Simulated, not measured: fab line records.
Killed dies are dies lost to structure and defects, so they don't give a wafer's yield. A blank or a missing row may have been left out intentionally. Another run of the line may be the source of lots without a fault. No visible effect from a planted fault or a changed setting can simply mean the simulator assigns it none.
Chamber matching    flow gf180mcu    cmp-01 running GF_V1_CMP_04: 4 sister chambers
The step polishes SiO2. 4 wafers are shown with their chamber, then 9 later ones without.

EACH WAFER AND ITS CHAMBER
wafer   chamber  motor-current-A (A)
L533.6  2        11.4
L536.1  1        11.5
L536.4  0        13.7
L536.6  3        11.8

WAFERS WITH NO CHAMBER GIVEN
wafer   motor-current-A (A)
L542.3  11.4
L542.4  11.3
L542.5  12.9
L543.2  12.4
L543.5  11.6
L543.6  11.6
L547.1  11.0
L547.2  11.7
L547.6  12.4

WHICH CHAMBER EACH ONE RAN IN
wafer   from the rows above                in truth
L542.3  can't be placed: 2 or 1 or 3       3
L542.4  can't be placed: 2 or 1 or 3       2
L542.5  can't be placed: 0 or 3 or 1 or 2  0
L543.2  can't be placed: 3 or 1 or 2 or 0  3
L543.5  can't be placed: 1 or 2 or 3       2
L543.6  can't be placed: 1 or 2 or 3       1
L547.1  can't be placed: 2 or 1 or 3       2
L547.2  can't be placed: 3 or 1 or 2       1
L547.6  can't be placed: 3 or 1 or 2 or 0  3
0 of 9 placed correctly. Can't be placed from these rows: 9 (the true chamber is among the candidates in 9). Wrongly placed: 0.
How it was worked out, from the rows above alone: a wafer's distance from a chamber is the root of the sum, over the readings, of the square of ((its reading less the chamber's mean) divided by the reading's scatter). If the next closest chamber is less than 2 further off than the closest, the wafer can't be placed; otherwise it belongs to the closest. A chamber's mean is the mean of its shown wafers. The scatter: with one shown wafer a chamber, the root of the mean of the squares of how far each hidden wafer lies from its nearest shown one.
